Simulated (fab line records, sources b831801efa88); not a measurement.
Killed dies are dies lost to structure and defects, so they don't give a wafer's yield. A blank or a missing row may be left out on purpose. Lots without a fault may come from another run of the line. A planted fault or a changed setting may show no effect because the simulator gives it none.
A struck lot beside a sound one | flow sfq_line | 42 steps out of a route of 325
Sound: wafers L209.2, L209.4, L209.6. Struck: wafers L216.3, L216.5. (L216.6 of the same lot was not struck and is left out.) The cause comes at the end.
At each step with rows: each side's tool, then ch and its chambers, then its first start. Under that, the readings that differ: sound wafers | struck wafers | difference of the means | sigmas: that difference in standard deviations of wafers without a fault.
alike: readings whose means differ by less than 2 such deviations, and words and numbers that are the same on both sides. not compared: withheld readings, readings that some wafer has no value for, bounds like >300 that may hide the same value, and numbers for which the record gives no deviation and whose values overlap.
The two part at a step that has a row with sigmas, a row that says differs or no value, or rows on one side only. Numbers that don't overlap but have no deviation are shown without sigmas and don't part them. A reading that every wafer of one side lacks parts them only if that side has two wafers or more.

first, 6 steps without rows for these wafers: SFQ_TRILAYER_M6_LITHO_COAT_164 (resist thk 62 nm); SFQ_TRILAYER_M6_LITHO_COAT_159 (resist thk 600 nm); SFQ_TRILAYER_M6_LITHO_SOFTBAKE_163; SFQ_TRILAYER_M6_LITHO_EXPOSE_160 (exposes mask M6, target cd 500 nm); SFQ_TRILAYER_M6_LITHO_PEB_162 (peb time 60 s); SFQ_TRILAYER_M6_LITHO_DEVELOP_161 (time 60 s).
SFQ_M6_OVL_MEAS_940:
  sound on overlay-01, day 76 21:04; struck on overlay-01, day 77 12:40
  reading     | sound    | struck | difference | sigmas
  M6_OVL (nm) | -4 -5 -7 | 5 9    | +12        | +2
then, 1 step without rows for these wafers: SFQ_TRILAYER_M6_BARC_OPEN_METAL_ETCH_206 (etches BARC in O2, target depth 125 nm, time 41.7 s).
SFQ_TRILAYER_M6_ETCH_METAL_ETCH_162: etches Nb in Cl2/Ar, stops on SiO2, target depth 240 nm, time 120 s.
  sound on rie_metal-03 ch 0,1, day 76 21:09; struck on rie_metal-04 ch 1, day 77 12:48
  alike: drypump_motor_current_A, oes_product_au
  not compared: rf_hours_counter_h
then, 3 steps without rows for these wafers: SFQ_TRILAYER_M6_STRIP_STRIP_163 (strips in O2); SFQ_TRILAYER_M6_STRIP_SOLV_CLEAN_164 (cleans in NMP, time 600 s); SFQ_TRILAYER_I6_DEP_PECVD_165 (deposits SiO2 from SiH4/N2O, time 111.11 s, target thk 500 nm).
SFQ_TRILAYER_I6_CMP_CMP_166: polishes SiO2.
  sound on cmp-01 ch 0,3, day 77 01:02; struck on cmp-01 ch 0,3, day 78 04:21
  reading                                             | sound             | struck      | difference | sigmas
  time_to_endpoint_s (s)                              | 211 227 220       | 276 288     | +63        | +10
  model.SiO2_of_TRILAYER_I6_DEP_PECVD_165.thk_nm (nm) | 198.3 200.7 200.6 | 303.9 308.8 | +106.5     |
  alike: motor_current_A, slurry_filter_dp_kPa
SFQ_I6_BOW_MEAS_941:
  sound on film_metro-01, day 77 03:33; struck on film_metro-02, day 78 06:53
  alike: I6_BOW
SFQ_TRILAYER_I6_METRO_MEASURE_167:
  sound on film_metro-01, day 77 03:51; struck on film_metro-02, day 78 07:22
  reading     | sound             | struck      | difference | sigmas
  thk_nm (nm) | 198.5 200.7 200.5 | 303.8 308.4 | +106.2     | +99 or more
then, 6 steps without rows for these wafers: SFQ_TRILAYER_I6_VIA_LITHO_COAT_174 (resist thk 62 nm); SFQ_TRILAYER_I6_VIA_LITHO_COAT_169 (resist thk 650 nm); SFQ_TRILAYER_I6_VIA_LITHO_SOFTBAKE_173; SFQ_TRILAYER_I6_VIA_LITHO_EXPOSE_170 (exposes mask I6, target cd 700 nm); SFQ_TRILAYER_I6_VIA_LITHO_PEB_172 (peb time 60 s); SFQ_TRILAYER_I6_VIA_LITHO_DEVELOP_171 (time 60 s).
-- the record jumps here: 4 days lie between the struck wafers' starts before and after --
SFQ_I6_OVL_MEAS_942:
  sound on overlay-01, day 77 10:22; struck on overlay-01, day 82 03:43
  alike: I6_OVL
SFQ_TRILAYER_I6_VIA_BARC_OPEN_VIA_ETCH_235: etches BARC in O2, target depth 125 nm, time 41.7 s.
  sound on rie_diel-01 ch 0,1,2, day 77 10:23; struck on rie_diel-01 ch 2, day 82 03:44
  alike: drypump_motor_current_A, oes_product_au
  not compared: rf_hours_counter_h
SFQ_TRILAYER_I6_VIA_ETCH_VIA_ETCH_172: etches SiO2 in CHF3, stops on Nb, target depth 260 nm.
  sound on rie_diel-01 ch 0,1,2, day 77 10:26; struck on rie_diel-01 ch 2, day 82 03:46
  reading                        | sound             | struck      | difference | sigmas
  oes_product_au (a.u.)          | 0.843 0.852 0.853 | 1.015 1.009 | +0.163     | +33
  model.etch.depth_nm (nm)       | 198.3 200.7 200.6 | 264.2 265   | +64.7      |
  model.I6.feature_depth_nm (nm) | 198.3 200.7 200.6 | 264.2 265   | +64.7      |
  alike: drypump_motor_current_A
SFQ_TRILAYER_I6_VIA_STRIP_STRIP_173: strips in O2.
  sound on rie_metal-02 ch 0,1, day 77 10:33; struck on rie_metal-01 ch 1, day 82 04:05
  alike: drypump_motor_current_A, oes_product_au
  not compared: rf_hours_counter_h
then, 1 step without rows for these wafers: SFQ_TRILAYER_I6_VIA_STRIP_SOLV_CLEAN_174 (cleans in NMP, time 600 s).
SFQ_TRILAYER_M7_DEP_PRE_CLEAN_176: time 22.5 s.
  sound on pvd_sputter-04, day 77 11:19; struck on pvd_sputter-06, day 82 04:40
  reading                                             | sound             | struck      | difference | sigmas
  model.SiO2_of_TRILAYER_I6_DEP_PECVD_165.thk_nm (nm) | 190.8 193.2 193.1 | 296.4 301.3 | +106.5     |
then, 1 step without rows for these wafers: SFQ_TRILAYER_M7_DEP_SPUTTER_175 (material Nb, target thk 200 nm, time 133.3 s).
SFQ_M7_RS_MEAS_943: measures by four-point-probe.
  sound on film_metro-04, day 77 11:28; struck on film_metro-03, day 82 04:49
  alike: M7_NB_RS
then, 6 steps without rows for these wafers: SFQ_TRILAYER_M7_LITHO_COAT_182 (resist thk 62 nm); SFQ_TRILAYER_M7_LITHO_COAT_177 (resist thk 600 nm); SFQ_TRILAYER_M7_LITHO_SOFTBAKE_181; SFQ_TRILAYER_M7_LITHO_EXPOSE_178 (exposes mask M7, target cd 500 nm); SFQ_TRILAYER_M7_LITHO_PEB_180 (peb time 60 s); SFQ_TRILAYER_M7_LITHO_DEVELOP_179 (time 60 s).
-- the record jumps here: 3 days lie between the struck wafers' starts before and after --
SFQ_M7_OVL_MEAS_945:
  sound on overlay-01, day 77 16:22; struck on overlay-02, day 85 03:01
  alike: M7_OVL
then, 1 step without rows for these wafers: SFQ_TRILAYER_M7_BARC_OPEN_METAL_ETCH_229 (etches BARC in O2, target depth 125 nm, time 41.7 s).
SFQ_TRILAYER_M7_ETCH_METAL_ETCH_180: etches Nb in Cl2/Ar, stops on SiO2, target depth 240 nm, time 120 s.
  sound on rie_metal-01 ch 0,1, day 77 16:27; struck on rie_metal-01 ch 0,1, day 85 03:08
  alike: drypump_motor_current_A, oes_product_au
  not compared: rf_hours_counter_h
SFQ_TRILAYER_M7_STRIP_STRIP_181: strips in O2.
  sound on rie_metal-01 ch 0,1, day 77 16:35; struck on rie_metal-01 ch 0,1, day 85 03:26
  alike: drypump_motor_current_A, oes_product_au
  not compared: rf_hours_counter_h
then, 2 steps without rows for these wafers: SFQ_TRILAYER_M7_STRIP_SOLV_CLEAN_182 (cleans in NMP, time 600 s); SFQ_TRILAYER_I7_DEP_PECVD_183 (deposits SiO2 from SiH4/N2O, time 111.11 s, target thk 500 nm).
SFQ_M8_BOW_MEAS_951:
  sound on film_metro-01, day 85 06:05; struck on film_metro-01, day 85 21:47
  reading                 | sound             | struck      | difference | sigmas
  model.etest.i6.link_ohm | 1.841 1.854 1.853 | 1e+06 1e+06 | +1e+06     |
  alike: M8_BOW

WHERE THEY PART
First at SFQ_M6_OVL_MEAS_940; last, within this record, at SFQ_TRILAYER_I6_VIA_ETCH_VIA_ETCH_172. Later steps at which nothing parts them and some readings are alike: SFQ_TRILAYER_I6_VIA_STRIP_STRIP_173, SFQ_M7_RS_MEAS_943, SFQ_M7_OVL_MEAS_945, SFQ_TRILAYER_M7_ETCH_METAL_ETCH_180, SFQ_TRILAYER_M7_STRIP_STRIP_181, SFQ_M8_BOW_MEAS_951.

WHY: what the simulator had put in
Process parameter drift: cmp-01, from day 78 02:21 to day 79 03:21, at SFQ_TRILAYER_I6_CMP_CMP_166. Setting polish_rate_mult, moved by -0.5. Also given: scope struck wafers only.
